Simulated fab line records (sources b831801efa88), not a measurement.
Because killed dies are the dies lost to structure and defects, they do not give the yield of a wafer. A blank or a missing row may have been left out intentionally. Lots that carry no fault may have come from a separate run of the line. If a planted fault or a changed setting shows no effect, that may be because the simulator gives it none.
fab line records	flow sky130
[record] lots = 6	wafers = 18	lastDay = 50
route steps=708 shown VIA2@510 PAD_OPEN@708
lots with no fault: from the same line, run without faults
startH: start of the lot's first displayed wafer, in hours after the record's first day	waitH: time in hours since the lot's previous step	" identical to the entry in the row above	L1.1+2: a single row standing in for several wafers	- value missing, or start not given	* or withheld: withheld	< > ~ a bound
route shown NAME@n: a module of which the file shows steps, and the number in the route of the first	usual: average and standard deviation across the fault-free wafers	same: alike in all rows	chamber/n: place in a boat	sites: readings site by site	_std_site: standard deviation across them	_edge_site: the outer-site mean with the inner-site mean subtracted	radiusMm: how far each site lies from the wafer's centre	mask NAME#n: copy n	behind: the tool/chamber that last shaped the wafer	hold: cause of the lot's hold/its duration in hours/its outcome	device: names the non-switching transistor (n, p or np)	end of line: tests of these same wafers at the route's end	where a step has no rows: the recipe by itself	killed: the dies lost at the first sort to structure and to defects; this is not the yield of the wafer	map: a wafer's dies, x killed, . not, _ none there
set.NAME: the setting the step ran with; set.NAME@STEP: the setting that earlier step ran with	model.NAME: the simulator's own value behind a step, which no gauge read
lots seen at some steps along the route; tables by step, rows by wafer
services: from which hour (startH, from the record's first day; less than 0 if before it) a tool's chamber was out of use, for how many hours, and why
[[steps]]
[step SKY_VIA2_BOW_MEAS_03]
[recipe] mode = bow
[usual] VIA2_BOW = 86/8.1
lot.wafer	tool	chamber	startH	waitH	VIA2_BOW[um]
L918.3	filmMetro-04	-	831.25	0.2	75
L918.5	"	-	"	"	77
L918.6	"	-	"	"	78
L926.1	filmMetro-04	-	908.36	0.2	73
L926.5	"	-	"	"	86
L926.6	"	-	"	"	79
L931.2	filmMetro-02	-	950.75	0.3	85
L931.3	"	-	"	"	82
L931.6	"	-	"	"	91
L930.1	filmMetro-03	-	961.72	0.1	77
L930.4	"	-	"	"	94
L930.5	"	-	"	"	96
L932.2	filmMetro-02	-	962.69	0.1	80
L932.4	"	-	"	"	99
L932.6	"	-	"	"	94
L936.3	filmMetro-04	-	974.73	0.3	87
L936.4	"	-	"	"	94
L936.6	"	-	"	"	85
[step SKY_VIA2_DEHYDRATE_04]
[recipe] tempC = 200	timeS = 60
[step SKY_VIA2_HMDS_05]
[recipe] primeTimeS = 60	primeTempC = 120
[step SKY_VIA2_COAT_06]
[recipe] resist = BARC	tempC = withheld	timeS = withheld	spinRpm = 3000	resistThkNm = 60
[step SKY_VIA2_COAT_07]
[recipe] resist = KrF-thick	spinRpm = 3000	resistThkNm = 450
[step SKY_VIA2_SOFTBAKE_08]
[recipe] tempC = 100	timeS = 90	resist = KrF-thick
[step SKY_VIA2_EXPOSE_09]
[recipe] maskId = VIM2	na = 0.8	sourceShape = annular	sigmaInner = 0.55	sigmaOuter = 0.85	targetCdNm = 200	doseMj = 38
[step SKY_VIA2_PEB_10]
[recipe] pebTempC = withheld	pebTimeS = withheld	resist = KrF-thick
[step SKY_VIA2_DEVELOP_11]
[recipe] developTimeS = 60	resist = KrF-thick	devTempC = 21
[step SKY_VIA2_CD_MEAS_12]
[recipe] targetCdNm = 200
[usual] cdNm = 200.3/1.3
lot.wafer	tool	chamber	startH	waitH	cdNm
L918.3	cdSem-01	-	856.99	-	199.5
L918.5	"	-	"	"	197.9
L918.6	"	-	"	"	200.0
L926.1	cdSem-02	-	933.51	-	200.6
L926.5	"	-	"	"	201.3
L926.6	"	-	"	"	201.3
L931.2	cdSem-01	-	973.63	-	200.3
L931.3	"	-	"	"	200.1
L931.6	"	-	"	"	200.2
L930.1	cdSem-01	-	985.19	-	198.1
L930.4	"	-	"	"	199.0
L930.5	"	-	"	"	198.3
L932.2	cdSem-01	-	986.51	-	200.6
L932.4	"	-	"	"	201.7
L932.6	"	-	"	"	200.5
L936.3	cdSem-01	-	997.74	-	201.2
L936.4	"	-	"	"	199.5
L936.6	"	-	"	"	200.5
[step SKY_VIA2_OVL_MEAS_13]
[usual] VIA2_OVL = -1/4.7
lot.wafer	tool	chamber	startH	waitH	VIA2_OVL[nm]
L918.3	overlay-02	-	857.09	0.1	-3
L918.5	"	-	"	"	-4
L918.6	"	-	"	"	-1
L926.1	overlay-01	-	933.63	0.1	3
L926.5	"	-	"	"	-3
L926.6	"	-	"	"	-3
L931.2	overlay-02	-	973.73	0.1	-9
L931.3	"	-	"	"	8
L931.6	"	-	"	"	-7
L930.1	overlay-01	-	985.31	0.1	-4
L930.4	"	-	"	"	2
L930.5	"	-	"	"	-1
L932.2	overlay-02	-	986.61	0.1	-5
L932.4	"	-	"	"	0
L932.6	"	-	"	"	-7
L936.3	overlay-02	-	997.83	0.1	6
L936.4	"	-	"	"	-3
L936.6	"	-	"	"	-8
[step SKY_VIA2_ETCH_14]
[recipe] chemistry = N2/H2	target = BARC	ionEnergyEv = 200	sourceW = 500	biasW = 100	pressureMtorr = 30	n2FlowSccm = 100	h2FlowSccm = 200	stopOn = SiO2	timeS = 45.9	targetDepthA = 600
[usual] drypumpMotorCurrentA = 5.9/0.53	oesProductAu = 0.854/0.0045	throttleValvePct = 13.225/0.0079
[same] timeS = 45.9
lot.wafer	tool	chamber	startH	waitH	drypumpMotorCurrentA	oesProductAu	rfHoursCounterH	throttleValvePct
L918.3	rieDiel-02	3	857.11	0.0	6.1	0.852	15	13.230
L918.5	"	0	"	"	4.8	0.851	-	13.228
L918.6	"	1	"	"	6.4	0.854	-	13.221
L926.1	rieDiel-04	1	933.66	0.0	5.6	0.855	24	13.229
L926.5	"	2	"	"	5.6	0.852	-	13.218
L926.6	"	1	"	"	5.6	0.859	-	13.226
L931.2	rieDiel-04	0	973.76	0.0	6.0	0.848	24	13.225
L931.3	"	2	"	"	5.6	0.859	14	13.211
L931.6	"	3	"	"	4.9	0.856	-	13.225
L930.1	rieDiel-01	1	985.34	0.0	6.4	0.858	24	13.244
L930.4	"	0	"	"	6.6	0.856	23	13.236
L930.5	"	0	"	"	6.6	0.860	-	13.223
L932.2	rieDiel-04	3	986.64	0.0	4.9	0.855	9	13.239
L932.4	"	2	"	"	5.7	0.860	14	13.218
L932.6	"	0	"	"	6.0	0.865	-	13.228
L936.3	rieDiel-02	1	997.86	0.0	6.4	0.859	10	13.227
L936.4	"	3	"	"	6.1	0.857	18	13.238
L936.6	"	2	"	"	5.7	0.854	-	13.230
[step SKY_VIA2_ETCH_15]
[recipe] target = SiO2	chemistry = C4F8/O2/Ar	targetDepthNm = 546	stopOn = TiN	maskMaterial = KrF-thick	sourceW = 1500	biasW = 1200	pressureMtorr = 40	c4f8FlowSccm = withheld	O2_flow_sccm = 6	Ar_flow_sccm = 300	timeS = 84
[usual] oesProductAu = 0.939/0.0051
[same] timeS = 84
lot.wafer	tool	chamber	startH	waitH	oesProductAu	rfHoursCounterH	model.VIA2.featureDepthNm	model.etch.depthNm	model.KrF-thick_of_VIA2_COAT_07.thkNm
L918.3	rieDiel-02	3	857.15	0.0	0.933	15	493.3	493.3	285.5
L918.5	"	0	"	"	0.943	-	496.4	496.4	285.7
L918.6	"	1	"	"	0.939	-	494.2	494.2	284
L926.1	rieDiel-04	1	933.70	0.0	0.933	24	494.7	494.7	283.3
L926.5	"	2	"	"	0.934	-	492.5	492.5	285.1
L926.6	"	1	"	"	0.940	-	494.6	494.6	282.4
L931.2	rieDiel-04	0	973.80	0.0	0.748	24	324.1	324.1	326.8
L931.3	"	2	"	"	0.738	14	324.4	324.4	327.8
L931.6	"	3	"	"	0.746	-	324.4	324.4	326.3
L930.1	rieDiel-01	1	985.38	0.0	0.940	24	493.7	493.7	285.1
L930.4	"	0	"	"	0.944	23	494.7	494.7	284.1
L930.5	"	0	"	"	0.937	-	495.8	495.8	284.7
L932.2	rieDiel-04	3	986.68	0.0	0.746	9	325.5	325.5	325.9
L932.4	"	2	"	"	0.750	14	323.4	323.4	326.5
L932.6	"	0	"	"	0.755	-	325.3	325.3	325.1
L936.3	rieDiel-02	1	997.90	0.0	0.940	10	494.8	494.8	285.7
L936.4	"	3	"	"	0.944	18	496.7	496.7	284.7
L936.6	"	2	"	"	0.942	-	494.6	494.6	283.5
[step SKY_VIA2_STRIP_16]
[recipe] chemistry = O2/N2	powerW = 1400	pressureMtorr = 1500	platenTempC = withheld	o2FlowSccm = 3000	n2FlowSccm = 300	overashFraction = 0.5
[usual] drypumpMotorCurrentA = 6.06/0.26	oesProductAu = 0.399/0.0045	stripTimeToEndpointS = 4.050/0.019
lot.wafer	tool	chamber	startH	waitH	drypumpMotorCurrentA	oesProductAu	rfHoursCounterH	stripTimeToEndpointS
L918.3	plasmaAsher-02	0	857.25	0.1	5.88	0.397	-	4.063
L918.5	"	0	"	"	5.88	0.400	-	4.082
L918.6	"	1	"	"	6.16	0.395	-	4.056
L926.1	plasmaAsher-02	0	933.77	0.0	5.83	0.403	108	4.044
L926.5	"	1	"	"	6.15	0.405	-	4.047
L926.6	"	0	"	"	5.85	0.399	-	4.044
L931.2	plasmaAsher-02	1	973.87	0.0	6.17	0.415	112	4.497
L931.3	"	0	"	"	5.84	0.414	-	4.511
L931.6	"	1	"	"	6.15	0.418	-	4.517
L930.1	plasmaAsher-02	0	985.45	0.0	5.80	0.392	113	4.052
L930.4	"	0	"	"	5.83	0.405	-	4.072
L930.5	"	1	"	"	6.17	0.410	-	4.051
L932.2	plasmaAsher-03	1	986.75	0.0	6.35	0.415	58	4.493
L932.4	"	1	"	"	6.30	0.415	-	4.497
L932.6	"	1	"	"	6.32	0.414	-	4.492
L936.3	plasmaAsher-03	1	998.00	0.1	6.36	0.408	-	4.079
L936.4	"	0	"	"	5.64	0.406	-	4.050
L936.6	"	1	"	"	6.36	0.390	-	4.051
[step SKY_VIA2_STRIP_17]
[recipe] chemistry = postEtchResidueRemover	timeS = 1200	tempC = 72.5
[step SKY_PAD_OPEN_PROBE_99]
[usual] defectLimitedYield = 82.6/2	killed_at_M0_to_M3 = 43/7.3	killed_at_M4_up = 3.4/1.7	killedAtContacts = 24/4.5	killedAtFrontEnd = 16/4.4	killedAtOther = 0.2/0.51	killedDies = 86/9.7	killedOnRim = 17/3.7	killedOpen = 46/6.6	killedShort = 39/7.1	sort_bin_3_pad_short = 0.9/0.45	sort_bin_5_function = 10.4/1.4	sort_bin_6_memory = 6.2/1.2	sortNPass = 406/9.7	sortYieldPct = 82.6/2
[same] grossDies = 492	killedAtBackSide = 0	sort_bin_4_leakage[%] = 0	sort_bin_8_speed[%] = 0
lot.wafer	tool	chamber	startH	waitH	defectLimitedYield[%]	killed_at_M0_to_M3	killed_at_M4_up	killedAtContacts	killedAtFrontEnd	killedAtOther	killedDies	killedOnRim	killedOpen	killedShort	sort_bin_3_pad_short[%]	sort_bin_5_function[%]	sort_bin_6_memory[%]	sortNPass	sortYieldPct[%]
L918.3	prober-01	-	1083.07	0.2	82.5	44	2	22	18	0	86	19	46	40	0.4	10.0	7.1	406	82.5
L918.5	prober-01	-	1083.17	0.2	83.7	41	2	28	9	0	80	17	45	35	0.6	9.3	6.3	412	83.7
L918.6	prober-01	-	1083.22	0.2	82.7	34	2	30	19	0	85	16	42	43	0.2	11.0	6.1	407	82.7
L926.1	prober-01	-	1139.17	0.1	82.1	41	2	26	18	1	88	14	53	35	0.2	11.6	6.1	404	82.1
L926.5	prober-01	-	1139.37	0.2	84.6	31	2	23	20	0	76	15	44	32	0.4	8.3	6.7	416	84.6
L926.6	prober-01	-	1139.42	0.2	81.5	37	3	23	28	0	91	21	48	43	1.0	10.8	6.7	401	81.5
L931.2	prober-01	-	1171.14	0.1	0	451	2	19	20	0	492	96	51	31	1.2	92.7	6.1	0	0
L931.3	prober-01	-	1171.19	0.2	0	449	5	18	20	0	492	96	42	53	1.2	90.7	8.1	0	0
L931.6	prober-01	-	1171.34	0.2	0	463	2	20	6	1	492	96	37	37	1.0	91.9	7.1	0	0
L930.1	prober-01	-	1181.96	0.1	87.0	33	3	15	13	0	64	13	35	29	0.8	7.1	5.1	428	87.0
L930.4	prober-01	-	1182.11	0.2	82.9	39	5	23	17	0	84	21	61	22	0.4	10.8	5.9	408	82.9
L930.5	prober-01	-	1182.16	0.2	84.6	44	3	23	6	0	76	12	41	35	0.6	9.1	5.7	416	84.6
L932.2	prober-01	-	1183.08	0.1	0	442	4	27	18	1	492	96	46	36	0.4	94.1	5.5	0	0
L932.4	prober-01	-	1183.18	0.2	0	456	3	20	13	0	492	96	41	39	0.2	92.5	7.3	0	0
L932.6	prober-01	-	1183.28	0.2	0	450	4	23	15	0	492	96	49	22	0.8	93.7	5.5	0	0
// killed by level:class
L918.3 VIA1:geometricParticle:open=11 CONTACT:geometricParticle:open=7 FIELD_ISO:geometricParticle:open=6 VIA3:geometricParticle:open=6 FIELD_ISO:geometricParticle:short=5 VIA1:geometricParticle:short=5 VIA2:geometricParticle:short=4 LI_CONTACT:geometricParticle:open=4
L918.5 CONTACT:geometricParticle:open=12 VIA1:geometricParticle:open=10 VIA3:geometricParticle:open=8 VIA2:geometricParticle:open=6 LOCAL_INTERCONNECT:geometricParticle:short=6 POLY_GATE:geometricParticle:short=5 CONTACT:geometricParticle:short=5 METAL1:geometricParticle:short=5
L918.6 CONTACT:geometricParticle:open=14 VIA1:geometricParticle:open=9 FIELD_ISO:geometricParticle:short=6 LI_CONTACT:geometricParticle:open=6 SONOS_ONO:geometricParticle:short=5 METAL1:geometricParticle:short=5 METAL2:geometricParticle:short=5 LOCAL_INTERCONNECT:geometricParticle:short=4
L926.1 VIA2:geometricParticle:open=12 CONTACT:geometricParticle:open=9 VIA3:geometricParticle:open=9 VIA1:geometricParticle:open=8 LOCAL_INTERCONNECT:geometricParticle:short=7 METAL2:geometricParticle:short=6 POLY_GATE:geometricParticle:short=5 FIELD_ISO:geometricParticle:open=4
L926.5 VIA2:geometricParticle:open=10 CONTACT:geometricParticle:open=10 FIELD_ISO:geometricParticle:short=7 VIA1:geometricParticle:open=7 LOCAL_INTERCONNECT:geometricParticle:short=5 CONTACT:geometricParticle:short=5 FIELD_ISO:geometricParticle:open=4 POLY_GATE:geometricParticle:open=4
L926.6 VIA1:geometricParticle:open=12 FIELD_ISO:geometricParticle:open=8 CONTACT:geometricParticle:short=8 POLY_GATE:geometricParticle:open=7 POLY_GATE:geometricParticle:short=6 LI_CONTACT:geometricParticle:open=5 CONTACT:geometricParticle:open=5 METAL1:geometricParticle:short=4
L931.2 VIA2:areaEtch=410 VIA1:geometricParticle:open=9 CONTACT:geometricParticle:open=7 FIELD_ISO:geometricParticle:open=6 POLY_GATE:geometricParticle:open=6 LI_CONTACT:geometricParticle:open=5 METAL2:geometricParticle:short=5 VIA2:geometricParticle:open=5
L931.3 VIA2:areaEtch=397 VIA1:geometricParticle:open=11 VIA3:geometricParticle:open=9 FIELD_ISO:geometricParticle:short=7 METAL3:geometricParticle:short=7 METAL2:geometricParticle:short=6 CONTACT:geometricParticle:short=6 LI_CONTACT:geometricParticle:open=5
L931.6 VIA2:areaEtch=418 VIA1:geometricParticle:open=8 VIA3:geometricParticle:open=7 METAL2:geometricParticle:short=7 CONTACT:geometricParticle:open=7 METAL1:geometricParticle:short=7 CONTACT:geometricParticle:short=6 VIA2:geometricParticle:open=6
L930.1 VIA1:geometricParticle:open=11 CONTACT:geometricParticle:open=6 METAL1:geometricParticle:short=5 POLY_GATE:geometricParticle:open=4 METAL2:geometricParticle:short=4 FIELD_ISO:geometricParticle:open=3 LOCAL_INTERCONNECT:geometricParticle:open=3 POLY_GATE:geometricParticle:short=3
L930.4 VIA1:geometricParticle:open=11 LI_CONTACT:geometricParticle:open=10 CONTACT:geometricParticle:open=9 VIA2:geometricParticle:open=8 VIA3:geometricParticle:open=7 METAL4:geometricParticle:open=5 SPACER:geometricParticle:open=4 VIA2:geometricParticle:short=4
L930.5 VIA1:geometricParticle:open=9 VIA2:geometricParticle:open=9 CONTACT:geometricParticle:open=8 VIA1:geometricParticle:short=6 LI_CONTACT:geometricParticle:open=5 LOCAL_INTERCONNECT:geometricParticle:short=5 METAL2:geometricParticle:short=4 VIA2:geometricParticle:short=4
L932.2 VIA2:areaEtch=410 CONTACT:geometricParticle:open=10 VIA1:geometricParticle:open=8 VIA2:geometricParticle:open=7 LI_CONTACT:geometricParticle:open=6 CONTACT:geometricParticle:short=6 POLY_GATE:geometricParticle:short=5 LOCAL_INTERCONNECT:geometricParticle:short=4
L932.4 VIA2:areaEtch=412 VIA1:geometricParticle:open=9 VIA2:geometricParticle:open=8 METAL2:geometricParticle:short=6 CONTACT:geometricParticle:short=5 CONTACT:geometricParticle:open=5 VIA1:geometricParticle:short=5 VIA3:geometricParticle:open=4
L932.6 VIA2:areaEtch=421 CONTACT:geometricParticle:open=11 VIA1:geometricParticle:open=9 LI_CONTACT:geometricParticle:open=7 VIA3:geometricParticle:open=5 FIELD_ISO:geometricParticle:short=4 FIELD_ISO:geometricParticle:open=4 METAL2:geometricParticle:short=4
// map L931.2 (x killed, . not)
__________xxxxxxxxxx_________
________xxxxxxxxxxxxxx_______
______xxxxxxxxxxxxxxxxxx_____
_____xxxxxxxxxxxxxxxxxxxx____
____xxxxxxxxxxxxxxxxxxxxxx___
___xxxxxxxxxxxxxxxxxxxxxxxx__
__xxxxxxxxxxxxxxxxxxxxxxxxxx_
_xxxxxxxxxxxxxxxxxxxxxxxxxxxx
_xxxxxxxxxxxxxxxxxxxxxxxxxxxx
_xxxxxxxxxxxxxxxxxxxxxxxxxxxx
_xxxxxxxxxxxxxxxxxxxxxxxxxxxx
_xxxxxxxxxxxxxxxxxxxxxxxxxxxx
_xxxxxxxxxxxxxxxxxxxxxxxxxxxx
_xxxxxxxxxxxxxxxxxxxxxxxxxxxx
_xxxxxxxxxxxxxxxxxxxxxxxxxxxx
__xxxxxxxxxxxxxxxxxxxxxxxxxx_
___xxxxxxxxxxxxxxxxxxxxxxxx__
____xxxxxxxxxxxxxxxxxxxxxx___
_____xxxxxxxxxxxxxxxxxxxx____
______xxxxxxxxxxxxxxxxxx_____
________xxxxxxxxxxxxxx_______
__________xxxxxxxxxx_________
// map L932.2 (x killed, . not)
__________xxxxxxxxxx_________
________xxxxxxxxxxxxxx_______
______xxxxxxxxxxxxxxxxxx_____
_____xxxxxxxxxxxxxxxxxxxx____
____xxxxxxxxxxxxxxxxxxxxxx___
___xxxxxxxxxxxxxxxxxxxxxxxx__
__xxxxxxxxxxxxxxxxxxxxxxxxxx_
_xxxxxxxxxxxxxxxxxxxxxxxxxxxx
_xxxxxxxxxxxxxxxxxxxxxxxxxxxx
_xxxxxxxxxxxxxxxxxxxxxxxxxxxx
_xxxxxxxxxxxxxxxxxxxxxxxxxxxx
_xxxxxxxxxxxxxxxxxxxxxxxxxxxx
_xxxxxxxxxxxxxxxxxxxxxxxxxxxx
_xxxxxxxxxxxxxxxxxxxxxxxxxxxx
_xxxxxxxxxxxxxxxxxxxxxxxxxxxx
__xxxxxxxxxxxxxxxxxxxxxxxxxx_
___xxxxxxxxxxxxxxxxxxxxxxxx__
____xxxxxxxxxxxxxxxxxxxxxx___
_____xxxxxxxxxxxxxxxxxxxx____
______xxxxxxxxxxxxxxxxxx_____
________xxxxxxxxxxxxxx_______
__________xxxxxxxxxx_________
[[services]]
tool	chamber	startH	hours	kind
plasmaAsher-03	-	840.66	1.6	repair
rieDiel-04	0	870.81	1.3	repair
rieDiel-02	-	871.10	14.6	pm
rieDiel-01	2	894.96	6.7	repair
plasmaAsher-02	-	897.75	12.4	repair
rieDiel-04	1	900.85	2.5	repair
rieDiel-01	3	903.34	3.1	repair
rieDiel-04	3	927.39	5.5	repair
rieDiel-01	0	943.95	7.9	repair
plasmaAsher-02	-	964.76	2.7	repair
[[key]]
[firstSign] step = SKY_VIA2_ETCH_15	reading = oesProductAu	direction = down	sigmas = 38	usual = 0.939	struck = 0.747
[effect] step = SKY_VIA2_STRIP_16	reading = stripTimeToEndpointS	direction = up	sigmas = 24	usual = *	struck = *
[effect] step = SKY_PAD_OPEN_PROBE_99	reading = sort_bin_5_function	direction = up	sigmas = 57	usual = 10.4	struck = 92.6
[modelEffect] step = SKY_VIA2_ETCH_15	value = VIA2.featureDepthNm	without = 495.1	struck = 324.5
[moreKillsBornAt] SKY_VIA2_ETCH_15@rieDiel-04 = 2468
metAt SKY_VIA2_ETCH_15
struckWafers L931.2,L931.3,L931.6,L932.2,L932.4,L932.6
laterRowsLeftOut L931.2,L931.3,L931.6,L932.2,L932.4,L932.6
onsetBetween 933.70 973.80
[fault] kind = processParameterDrift	tool = rieDiel-04	chamber = -	onsetH = 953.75	steps = SKY_VIA2_ETCH_15	channel = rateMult	offset = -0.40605	shape = step	endH = 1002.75
// laterRowsLeftOut: the simulator's readings of these wafers behind a module that went badly wrong aren't trusted and aren't shown, but for the sort
